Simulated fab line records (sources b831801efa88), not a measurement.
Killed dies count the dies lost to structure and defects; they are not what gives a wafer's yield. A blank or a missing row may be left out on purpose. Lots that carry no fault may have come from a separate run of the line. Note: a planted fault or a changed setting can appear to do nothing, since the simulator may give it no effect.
Which tool was responsible? / flow gf180mcu / Sampling: 12 lots, 36 wafers, 6 of 602 route steps

WHAT THE GAUGES READ, wafer by wafer
GF_HV_LDD_CD_MEAS_31: the cd target is 400 nm. Usual: cd_nm at 402.5 nm, with a standard deviation of 2.7.
lot=L477; measured=day 11 10:55; on=cd_sem-02; cd_nm (nm)=401.7 402.2 402.1; flag=
lot=L478; measured=day 11 20:03; on=cd_sem-02; cd_nm (nm)=403.1 402.0 402.1; flag=
lot=L481; measured=day 12 13:49; on=cd_sem-02; cd_nm (nm)=401.1 404.7 403.8; flag=
lot=L485; measured=day 14 03:48; on=cd_sem-02; cd_nm (nm)=400.5 402.0 402.5; flag=
lot=L486; measured=day 14 09:55; on=cd_sem-01; cd_nm (nm)=399.1 401.1 401.2; flag=
lot=L493; measured=day 16 23:33; on=cd_sem-01; cd_nm (nm)=406.2 402.1 402.6; flag=
lot=L494; measured=day 17 03:04; on=cd_sem-02; cd_nm (nm)=401.7 401.6 403.1; flag=
lot=L496; measured=day 17 21:05; on=cd_sem-02; cd_nm (nm)=398.2 399.7 398.4; flag=
lot=L497; measured=day 18 05:52; on=cd_sem-01; cd_nm (nm)=401.1 399.7 399.6; flag=
lot=L498; measured=day 18 09:31; on=cd_sem-01; cd_nm (nm)=399.5 400.8 401.1; flag=
lot=L499; measured=day 18 13:15; on=cd_sem-01; cd_nm (nm)=402.6 404.7 404.7; flag=
lot=L500; measured=day 19 00:09; on=cd_sem-01; cd_nm (nm)=400.1 399.0 400.2; flag=

GF_HV_LDD_TW_MEAS_50. Usual: for HV_LDD_4_TW the level is 574 and the standard deviation is 9.1.
lot=L477; measured=day 12 07:37; on=film_metro-03; HV_LDD_4_TW=583 585 583; flag=
lot=L478; measured=day 12 17:05; on=film_metro-03; HV_LDD_4_TW=583 585 585; flag=
lot=L481; measured=day 13 10:46; on=film_metro-03; HV_LDD_4_TW=582 579 579; flag=
lot=L485; measured=day 15 02:13; on=film_metro-01; HV_LDD_4_TW=565 562 564; flag=
lot=L486; measured=day 15 08:37; on=film_metro-01; HV_LDD_4_TW=563 563 565; flag=
lot=L493; measured=day 17 23:18; on=film_metro-03; HV_LDD_4_TW=580 582 584; flag=
lot=L494; measured=day 18 03:37; on=film_metro-01; HV_LDD_4_TW=558 561 563; flag=
lot=L496; measured=day 18 22:16; on=film_metro-03; HV_LDD_4_TW=580 577 579; flag=
lot=L497; measured=day 19 06:38; on=film_metro-01; HV_LDD_4_TW=561 561 561; flag=
lot=L498; measured=day 19 10:55; on=film_metro-03; HV_LDD_4_TW=583 585 583; flag=
lot=L499; measured=day 19 14:39; on=film_metro-01; HV_LDD_4_TW=562 561 562; flag=
lot=L500; measured=day 20 01:18; on=film_metro-01; HV_LDD_4_TW=559 563 565; flag=

GF_HV_LDD_THK_MEAS_57. Usual: for HV_LDD_CVD_56_THK the level is 90.0 nm and the standard deviation is 0.75.
lot=L477; measured=day 12 10:25; on=film_metro-04; HV_LDD_CVD_56_THK (nm)=90.5 90.9 90.2; flag=
lot=L478; measured=day 12 19:53; on=film_metro-01; HV_LDD_CVD_56_THK (nm)=88.8 88.8 89.4; flag=
lot=L481; measured=day 13 14:20; on=film_metro-01; HV_LDD_CVD_56_THK (nm)=92.0 90.8 90.9; flag=
lot=L485; measured=day 15 06:08; on=film_metro-04; HV_LDD_CVD_56_THK (nm)=71.6 71.1 71.4; flag=OFF
lot=L486; measured=day 15 11:25; on=film_metro-03; HV_LDD_CVD_56_THK (nm)=71.4 70.6 71.5; flag=OFF
lot=L493; measured=day 18 02:07; on=film_metro-04; HV_LDD_CVD_56_THK (nm)=90.6 89.8 90.0; flag=
lot=L494; measured=day 18 06:26; on=film_metro-03; HV_LDD_CVD_56_THK (nm)=90.2 90.2 91.1; flag=
lot=L496; measured=day 19 01:05; on=film_metro-03; HV_LDD_CVD_56_THK (nm)=89.8 90.0 89.6; flag=
lot=L497; measured=day 19 09:35; on=film_metro-03; HV_LDD_CVD_56_THK (nm)=90.1 90.8 90.5; flag=
lot=L498; measured=day 19 13:43; on=film_metro-03; HV_LDD_CVD_56_THK (nm)=90.0 89.7 89.8; flag=
lot=L499; measured=day 19 17:28; on=film_metro-03; HV_LDD_CVD_56_THK (nm)=89.6 89.6 89.8; flag=
lot=L500; measured=day 20 04:13; on=film_metro-03; HV_LDD_CVD_56_THK (nm)=89.6 89.3 89.7; flag=

GF_NSD_CD_MEAS_07: the cd target is 400 nm. Usual: cd_nm at 399.8 nm, with a standard deviation of 2.3.
lot=L477; measured=day 13 05:59; on=cd_sem-01; cd_nm (nm)=401.3 401.8 401.5; flag=
lot=L478; measured=day 13 16:16; on=cd_sem-02; cd_nm (nm)=395.4 395.2 397.6; flag=
lot=L481; measured=day 14 10:46; on=cd_sem-01; cd_nm (nm)=401.1 402.2 403.2; flag=
lot=L485; measured=day 16 04:07; on=cd_sem-01; cd_nm (nm)=402.3 403.8 401.2; flag=
lot=L486; measured=day 16 09:28; on=cd_sem-02; cd_nm (nm)=402.6 402.2 401.1; flag=
lot=L493; measured=day 19 01:28; on=cd_sem-01; cd_nm (nm)=399.3 398.3 399.1; flag=
lot=L494; measured=day 19 06:14; on=cd_sem-01; cd_nm (nm)=399.7 395.7 400.2; flag=
lot=L496; measured=day 20 00:58; on=cd_sem-02; cd_nm (nm)=399.4 401.2 400.4; flag=
lot=L497; measured=day 20 09:56; on=cd_sem-01; cd_nm (nm)=396.1 400.8 397.4; flag=
lot=L498; measured=day 20 13:32; on=cd_sem-02; cd_nm (nm)=402.1 400.8 403.8; flag=
lot=L499; measured=day 20 17:00; on=cd_sem-02; cd_nm (nm)=398.9 399.9 401.3; flag=
lot=L500; measured=day 21 04:04; on=cd_sem-01; cd_nm (nm)=400.0 401.2 399.8; flag=

WHAT TOOL EACH LOT RAN ON (gives the tool, then ch and the chambers of the sampled wafers, and finally the start)
lot=L477; GF_HV_LDD_CVD_56=lpcvd-02 ch 0, day 12 08:59; GF_HV_LDD_ETCHBACK_58=rie_diel-01 ch 1,2,3, day 12 10:28
lot=L478; GF_HV_LDD_CVD_56=lpcvd-01 ch 1, day 12 18:28; GF_HV_LDD_ETCHBACK_58=rie_diel-04 ch 1,2,3, day 12 19:56
lot=L481; GF_HV_LDD_CVD_56=lpcvd-02 ch 0, day 13 12:54; GF_HV_LDD_ETCHBACK_58=rie_diel-01 ch 1,2,3, day 13 14:23
lot=L485; GF_HV_LDD_CVD_56=lpcvd-02 ch 0, day 15 03:59; GF_HV_LDD_ETCHBACK_58=rie_diel-04 ch 0,1,2, day 15 06:11
lot=L486; GF_HV_LDD_CVD_56=lpcvd-02 ch 0, day 15 09:59; GF_HV_LDD_ETCHBACK_58=rie_diel-04 ch 1,2, day 15 11:28
lot=L493; GF_HV_LDD_CVD_56=lpcvd-02 ch 1, day 18 00:41; GF_HV_LDD_ETCHBACK_58=rie_diel-03 ch 1,3, day 18 02:10
lot=L494; GF_HV_LDD_CVD_56=lpcvd-01 ch 1, day 18 04:59; GF_HV_LDD_ETCHBACK_58=rie_diel-01 ch 1,2,3, day 18 06:29
lot=L496; GF_HV_LDD_CVD_56=lpcvd-02 ch 0, day 18 23:38; GF_HV_LDD_ETCHBACK_58=rie_diel-01 ch 1,2, day 19 01:07
lot=L497; GF_HV_LDD_CVD_56=lpcvd-01 ch 0, day 19 08:08; GF_HV_LDD_ETCHBACK_58=rie_diel-04 ch 0,1, day 19 09:38
lot=L498; GF_HV_LDD_CVD_56=lpcvd-02 ch 0, day 19 12:17; GF_HV_LDD_ETCHBACK_58=rie_diel-01 ch 0,1,2, day 19 13:46
lot=L499; GF_HV_LDD_CVD_56=lpcvd-02 ch 0, day 19 16:02; GF_HV_LDD_ETCHBACK_58=rie_diel-01 ch 0,1,3, day 19 17:31
lot=L500; GF_HV_LDD_CVD_56=lpcvd-02 ch 1, day 20 02:41; GF_HV_LDD_ETCHBACK_58=rie_diel-01 ch 0,1,3, day 20 04:17
- GF_HV_LDD_CVD_56: deposits Si3N4 from DCS/NH3, target thk 90 nm, time 1543 s.
- GF_HV_LDD_ETCHBACK_58: etches Si3N4 in CH3F/O2, stops on SiO2, time 100 s, target depth 90 nm.

WHAT THE TOOLS THEMSELVES READ (means of the sampled wafers that have a number; where no wafer has one, the mark that the record gives instead)
GF_HV_LDD_CVD_56. Usual: spike_tc_bottom_C 787.8 C, standard deviation 2.3; spike_tc_centre_C 771.3 C, standard deviation 1; spike_tc_lower_C 769.4 C, standard deviation 1.4; spike_tc_upper_C 770.1 C, standard deviation 1.2; susceptor_temp_C 770.0 C, standard deviation 0.32; zone_power_top_pct 25 %, standard deviation 3.2.
lot=L477; tool=lpcvd-02; spike_tc_bottom_C (C)=786.7; spike_tc_centre_C (C)=771.9; spike_tc_lower_C (C)=769.7; spike_tc_upper_C (C)=769.2; susceptor_temp_C (C)=770.0; zone_power_top_pct (%)=23; flag=
lot=L478; tool=lpcvd-01; spike_tc_bottom_C (C)=784.2; spike_tc_centre_C (C)=770.9; spike_tc_lower_C (C)=768.7; spike_tc_upper_C (C)=771.6; susceptor_temp_C (C)=769.6; zone_power_top_pct (%)=22; flag=
lot=L481; tool=lpcvd-02; spike_tc_bottom_C (C)=786.9; spike_tc_centre_C (C)=772.2; spike_tc_lower_C (C)=768.5; spike_tc_upper_C (C)=769.3; susceptor_temp_C (C)=770.1; zone_power_top_pct (%)=23; flag=
lot=L485; tool=lpcvd-02; spike_tc_bottom_C (C)=775.9; spike_tc_centre_C (C)=760.1; spike_tc_lower_C (C)=758.5; spike_tc_upper_C (C)=757.2; susceptor_temp_C (C)=758.5; zone_power_top_pct (%)=22; flag=OFF
lot=L486; tool=lpcvd-02; spike_tc_bottom_C (C)=775.1; spike_tc_centre_C (C)=759.7; spike_tc_lower_C (C)=756.8; spike_tc_upper_C (C)=757.9; susceptor_temp_C (C)=758.3; zone_power_top_pct (%)=22; flag=OFF
lot=L493; tool=lpcvd-02; spike_tc_bottom_C (C)=787.2; spike_tc_centre_C (C)=771.6; spike_tc_lower_C (C)=770.7; spike_tc_upper_C (C)=769.6; susceptor_temp_C (C)=770.5; zone_power_top_pct (%)=24; flag=
lot=L494; tool=lpcvd-01; spike_tc_bottom_C (C)=784.3; spike_tc_centre_C (C)=771.3; spike_tc_lower_C (C)=768.7; spike_tc_upper_C (C)=772.7; susceptor_temp_C (C)=769.8; zone_power_top_pct (%)=22; flag=
lot=L496; tool=lpcvd-02; spike_tc_bottom_C (C)=787.4; spike_tc_centre_C (C)=771.1; spike_tc_lower_C (C)=769.3; spike_tc_upper_C (C)=769.9; susceptor_temp_C (C)=770.3; zone_power_top_pct (%)=23; flag=
lot=L497; tool=lpcvd-01; spike_tc_bottom_C (C)=790.5; spike_tc_centre_C (C)=770.3; spike_tc_lower_C (C)=768.4; spike_tc_upper_C (C)=770.6; susceptor_temp_C (C)=769.7; zone_power_top_pct (%)=30; flag=
lot=L498; tool=lpcvd-02; spike_tc_bottom_C (C)=787.9; spike_tc_centre_C (C)=771.5; spike_tc_lower_C (C)=769.0; spike_tc_upper_C (C)=769.1; susceptor_temp_C (C)=769.9; zone_power_top_pct (%)=23; flag=
lot=L499; tool=lpcvd-02; spike_tc_bottom_C (C)=786.8; spike_tc_centre_C (C)=771.5; spike_tc_lower_C (C)=769.6; spike_tc_upper_C (C)=769.4; susceptor_temp_C (C)=770.0; zone_power_top_pct (%)=23; flag=
lot=L500; tool=lpcvd-02; spike_tc_bottom_C (C)=786.6; spike_tc_centre_C (C)=770.9; spike_tc_lower_C (C)=769.4; spike_tc_upper_C (C)=769.4; susceptor_temp_C (C)=770.3; zone_power_top_pct (%)=24; flag=

GF_HV_LDD_ETCHBACK_58. Usual: O2_flow_sccm 30.00 sccm, standard deviation 0.087; drypump_motor_current_A 5.4 A, standard deviation 0.49; oes_product_au 0.843 a.u., standard deviation 0.0065; throttle_valve_pct 10.561 %, standard deviation 0.0084.
lot=L477; tool=rie_diel-01; O2_flow_sccm (sccm)=29.93; drypump_motor_current_A (A)=4.9; oes_product_au (a.u.)=0.851; throttle_valve_pct (%)=10.556; flag=
lot=L478; tool=rie_diel-04; O2_flow_sccm (sccm)=30.03; drypump_motor_current_A (A)=5.7; oes_product_au (a.u.)=0.836; throttle_valve_pct (%)=10.557; flag=
lot=L481; tool=rie_diel-01; O2_flow_sccm (sccm)=29.98; drypump_motor_current_A (A)=4.9; oes_product_au (a.u.)=0.847; throttle_valve_pct (%)=10.561; flag=
lot=L485; tool=rie_diel-04; O2_flow_sccm (sccm)=30.04; drypump_motor_current_A (A)=5.9; oes_product_au (a.u.)=0.750; throttle_valve_pct (%)=10.550; flag=OFF
lot=L486; tool=rie_diel-04; O2_flow_sccm (sccm)=29.98; drypump_motor_current_A (A)=5.5; oes_product_au (a.u.)=0.750; throttle_valve_pct (%)=10.543; flag=OFF
lot=L493; tool=rie_diel-03; O2_flow_sccm (sccm)=30.16; drypump_motor_current_A (A)=5.9; oes_product_au (a.u.)=0.836; throttle_valve_pct (%)=10.570; flag=
lot=L494; tool=rie_diel-01; O2_flow_sccm (sccm)=29.99; drypump_motor_current_A (A)=4.9; oes_product_au (a.u.)=0.847; throttle_valve_pct (%)=10.558; flag=
lot=L496; tool=rie_diel-01; O2_flow_sccm (sccm)=30.07; drypump_motor_current_A (A)=5.0; oes_product_au (a.u.)=0.839; throttle_valve_pct (%)=10.559; flag=
lot=L497; tool=rie_diel-04; O2_flow_sccm (sccm)=29.94; drypump_motor_current_A (A)=6.0; oes_product_au (a.u.)=0.843; throttle_valve_pct (%)=10.549; flag=
lot=L498; tool=rie_diel-01; O2_flow_sccm (sccm)=30.07; drypump_motor_current_A (A)=5.1; oes_product_au (a.u.)=0.842; throttle_valve_pct (%)=10.556; flag=
lot=L499; tool=rie_diel-01; O2_flow_sccm (sccm)=29.94; drypump_motor_current_A (A)=5.2; oes_product_au (a.u.)=0.840; throttle_valve_pct (%)=10.553; flag=
lot=L500; tool=rie_diel-01; O2_flow_sccm (sccm)=30.05; drypump_motor_current_A (A)=5.2; oes_product_au (a.u.)=0.843; throttle_valve_pct (%)=10.558; flag=

THE ANSWER, worked out from the rows above alone
Rule: take the mean of a lot's wafers that have a number; if it is more than 3 standard deviations from the usual mean, the lot is off. A lot without any number at a reading at which 4 lots or more have one is off too. Where the step has rows for the other lots, those lots are counted as sound. First the gauges in route order, then the tools' own readings, where a lot's mean is used as printed above. The first step at which some lot is off is used, and at that step the reading that is off furthest; a lot without a number counts as furthest.
Off: at GF_HV_LDD_THK_MEAS_57 (HV_LDD_CVD_56_THK), L485, L486.
If a tool, at a process step before that reading, ran all the lots that are off and no sound lot after the first of them, it fits. Not tried: the gauges at GF_HV_LDD_THK_MEAS_57; whatever is off there is also off at GF_HV_LDD_CVD_56, on other tools, and gauge error can't account for it. Of those tried, none fits.

WHAT HAD BEEN PUT IN BY THE SIMULATOR
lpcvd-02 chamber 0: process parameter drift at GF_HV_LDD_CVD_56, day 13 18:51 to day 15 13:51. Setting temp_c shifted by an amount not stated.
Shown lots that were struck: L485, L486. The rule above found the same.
